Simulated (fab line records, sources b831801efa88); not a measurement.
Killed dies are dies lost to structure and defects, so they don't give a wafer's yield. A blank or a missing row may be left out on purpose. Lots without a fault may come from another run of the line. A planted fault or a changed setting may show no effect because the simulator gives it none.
Chamber matching | flow gf180mcu | GF_MIM_CVD_05 on pecvd-01: 3 sister chambers
The step deposits Si3N4, target thk 42 nm, time 29.086 s. 6 wafers are shown with their chamber, then 9 later ones without.

WAFERS WITH THEIR CHAMBER
wafer  | chamber | heater_power_w (W)
L956.2 | 0       | 661
L957.4 | 0       | 681
L957.5 | 1       | 830
L959.3 | 2       | 650
L959.4 | 1       | 692
L959.6 | 2       | 654

WAFERS WITHOUT THEIR CHAMBER
wafer  | heater_power_w (W)
L969.1 | 670
L969.3 | 709
L969.4 | 712
L970.1 | 611
L970.3 | 788
L970.5 | 713
L974.2 | 801
L974.3 | 649
L974.5 | 656

WHICH CHAMBER EACH WENT THROUGH
wafer  | from the rows above          | in truth
L969.1 | can't be placed: 0 or 2 or 1 | 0
L969.3 | can't be placed: 0 or 1 or 2 | 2
L969.4 | can't be placed: 0 or 1 or 2 | 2
L970.1 | can't be placed: 2 or 0 or 1 | 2
L970.3 | can't be placed: 1 or 0 or 2 | 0
L970.5 | can't be placed: 0 or 1 or 2 | 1
L974.2 | can't be placed: 1 or 0 or 2 | 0
L974.3 | can't be placed: 2 or 0 or 1 | 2
L974.5 | can't be placed: 2 or 0 or 1 | 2
Placed correctly: 0 of 9. Can't be placed from these rows: 9 (the true chamber is among the candidates in 9). Placed wrongly: 0.
How it was worked out, from the rows above alone: a wafer's distance from a chamber is the root of the sum, over the readings, of the square of ((its reading less the chamber's mean) divided by the reading's scatter). The wafer belongs to the nearest chamber; if the next one is less than 2 further off, it can't be placed. A chamber's mean is the mean of its shown wafers. The scatter: the root of (the sum of the squares of (reading less its chamber's mean) over the shown wafers, divided by (wafers less chambers)).
